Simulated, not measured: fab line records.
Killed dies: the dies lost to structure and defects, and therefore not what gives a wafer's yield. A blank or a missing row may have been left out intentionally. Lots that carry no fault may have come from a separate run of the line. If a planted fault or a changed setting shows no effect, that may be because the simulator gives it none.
One fault seen from 2 desks	flow sfq line	only its own numbers are on each desk; what lay behind them is given at the end

## FROM THE METROLOGY DESK
What the gauges read for every lot (on any tool): the sampled wafers with a number, averaged. If a lot's mean is further than 4 standard deviations from the usual mean, the lot is out of limits and carries the mark OUT (the distance appears in the brackets).
Columns: A = M3_NB_RS at SFQ_M3_RS_MEAS_919, usual 0.889 ohm/sq; B = M3_OVL at SFQ_M3_OVL_MEAS_921, usual -1 nm
lot	first seen here	A	B
L792	day 31 00:01	0.895	3
L795	day 34 07:29	0.889	-2
L796	day 40 10:37	0.891	4
L799	day 41 02:11	0.895	3
L800	day 41 04:37	0.888	-2
L801	day 43 00:59	0.901	-5
Result from this desk: across the 6 lots, nothing is out of limits.

## DESK OF THE TOOL OWNER: rie metal-01
The tool's own readings at SFQ_TRILAYER_M3_BARC_OPEN_METAL_ETCH_100 (etches BARC in O2, target depth 125 nm, time 41.7 s): means of the sampled wafers that have a number, for each lot that ran on this tool. If a lot's mean is further than 4 standard deviations from the usual mean, the lot is out of limits and carries the mark OUT (the distance appears in the brackets).
Columns: A = drypump motor current A at SFQ_TRILAYER_M3_BARC_OPEN_METAL_ETCH_100, usual 5.7 A; B = oes product au at SFQ_TRILAYER_M3_BARC_OPEN_METAL_ETCH_100, usual 0.686 a.u.; C = rf fwd power W at SFQ_TRILAYER_M3_BARC_OPEN_METAL_ETCH_100, usual 593.5 W; D = run length s at SFQ_TRILAYER_M3_BARC_OPEN_METAL_ETCH_100, usual 69.8 s
lot	first seen here	A	B	C	D
L792	day 37 01:47	5.5	0.786 (+22) OUT	-	63.1 (-15) OUT
L795	day 37 08:47	5.8	0.735 (+11) OUT	595.8	66.3 (-7.7) OUT
L796	day 45 03:25	6.1	0.681	593.8	69.3
This desk's finding: out of limits on L792, L795; first on L792, day 37 01:47 (oes product au at SFQ_TRILAYER_M3_BARC_OPEN_METAL_ETCH_100). L796: within limits.

## PUT TOGETHER
At day 37 01:47, on L792, L795, the tool owner's desk was in a position to raise an alarm.
The metrology desk saw nothing out of limits.
The metrology desk has L792, L795 on record, within its limits.
The lots listed all ran SFQ_TRILAYER_M3_BARC_OPEN_METAL_ETCH_100 on rie metal-01.

## WHAT WAS PUT IN BY THE SIMULATOR
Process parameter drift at SFQ_TRILAYER_M3_BARC_OPEN_METAL_ETCH_100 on rie metal-01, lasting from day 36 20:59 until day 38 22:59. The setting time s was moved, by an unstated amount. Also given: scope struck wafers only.
Shown lots that were struck: L792, L795.
Each desk's first reading out of limits, in hours after the fault started: the tool owner's desk, 5.
